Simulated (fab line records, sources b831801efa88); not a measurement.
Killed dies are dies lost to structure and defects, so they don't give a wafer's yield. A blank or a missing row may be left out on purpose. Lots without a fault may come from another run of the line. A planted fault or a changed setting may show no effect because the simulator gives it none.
Which tool did it? | flow sfq_line | 15 lots, 45 wafers sampled, at 2 steps of a route of 325

WHAT THE GAUGES READ, wafer by wafer
SFQ_C5_OVL_MEAS_937.
lot  | measured     | on         | C5_OVL (nm)
L841 | day 57 07:03 | overlay-02 | 0 4 4
L842 | day 57 13:28 | overlay-01 | 3 3 6
L843 | day 57 19:28 | overlay-01 | 8 4 7
L846 | day 59 01:53 | overlay-01 | 0 0 4
L847 | day 59 13:53 | overlay-01 | 3 -1 -4
L848 | day 59 17:29 | overlay-01 | 10 11 10
L853 | day 61 09:38 | overlay-02 | 9 12 9
L854 | day 61 18:02 | overlay-02 | 18 14 17
L855 | day 61 21:38 | overlay-01 | 2 -1 -6
L858 | day 62 18:38 | overlay-01 | 0 -5 -1
L860 | day 63 10:20 | overlay-02 | -10 -18 -5
L861 | day 63 12:44 | overlay-02 | 3 15 10
L862 | day 63 19:56 | overlay-02 | 7 7 3
L863 | day 63 22:21 | overlay-01 | 0 3 2
L864 | day 64 03:08 | overlay-02 | 6 -4 3

WHICH TOOL RAN EACH LOT (tool, then ch and the chambers of the sampled wafers, then the start)
lot  | SFQ_TRILAYER_R5_STRIP_STRIP_140
L841 | rie_metal-01 ch 1, day 52 00:33
L842 | rie_metal-04 ch 0,1, day 52 02:57
L843 | rie_metal-01 ch 0,1, day 52 06:33
L846 | rie_metal-04 ch 0,1, day 53 06:33
L847 | rie_metal-02 ch 0,1, day 53 19:18
L848 | rie_metal-04 ch 0,1, day 53 22:54
L853 | rie_metal-01 ch 1, day 55 18:13
L854 | rie_metal-04 ch 0,1, day 56 03:36
L855 | rie_metal-02 ch 0,1, day 56 06:00
L858 | rie_metal-04 ch 0,1, day 56 23:00
L860 | rie_metal-01 ch 0,1, day 57 16:01
L861 | rie_metal-02 ch 0,1, day 57 17:13
L862 | rie_metal-02 ch 1, day 58 00:25
L863 | rie_metal-04 ch 0,1, day 58 03:07
L864 | rie_metal-04 ch 0,1, day 58 05:13
- SFQ_TRILAYER_R5_STRIP_STRIP_140: strips in O2.

WHAT THE TOOLS THEMSELVES READ (means of the sampled wafers that have a number; where no wafer has one, the mark that the record gives instead)
SFQ_TRILAYER_R5_STRIP_STRIP_140.
lot  | tool         | drypump_motor_current_A (A) | he_backside_leak_sccm (sccm) | oes_product_au (a.u.)
L841 | rie_metal-01 | 5.8                         | 3.21                         | 0.994
L842 | rie_metal-04 | 5.9                         | 3.47                         | 1.012
L843 | rie_metal-01 | 5.3                         | 3.55                         | 0.994
L846 | rie_metal-04 | 5.9                         | 3.55                         | 1.001
L847 | rie_metal-02 | 5.8                         | 3.32                         | 1.003
L848 | rie_metal-04 | 5.9                         | 3.38                         | 1.007
L853 | rie_metal-01 | 5.8                         | 3.41                         | 0.995
L854 | rie_metal-04 | 5.9                         | 3.42                         | 1.009
L855 | rie_metal-02 | 6.1                         | 3.32                         | 1.000
L858 | rie_metal-04 | 5.9                         | 3.51                         | 1.026
L860 | rie_metal-01 | 5.5                         | 3.33                         | 0.988
L861 | rie_metal-02 | 5.8                         | 3.61                         | 1.003
L862 | rie_metal-02 | 5.6                         | 3.62                         | 0.999
L863 | rie_metal-04 | 5.9                         | 3.52                         | 1.018
L864 | rie_metal-04 | 5.9                         | 3.62                         | 1.007

THE ANSWER, worked out from the rows above alone
Rule: what is usual is taken from the lots themselves. Put in order of their means at a reading, lots are off if they are a third of the lots or fewer, leave a main group of 4 or more, and stand apart from it by a gap of 3 or more times the standard deviation of the main group's means; of several such gaps the widest counts. A main group whose means are all the same, to the digits that the tables above print for the reading, isn't used. A lot without any number at a reading at which 4 lots or more have one is off too. The other lots that the step has rows for count as sound. The gauges are gone through in route order, then the tools' own readings, and for those a lot's mean is taken as printed above. The first step at which some lot is off is used, and at that step the reading that is off furthest; a lot without a number counts as furthest.
No lot is off at any reading shown: from this, nothing can be told.

WHAT THE SIMULATOR HAD PUT IN
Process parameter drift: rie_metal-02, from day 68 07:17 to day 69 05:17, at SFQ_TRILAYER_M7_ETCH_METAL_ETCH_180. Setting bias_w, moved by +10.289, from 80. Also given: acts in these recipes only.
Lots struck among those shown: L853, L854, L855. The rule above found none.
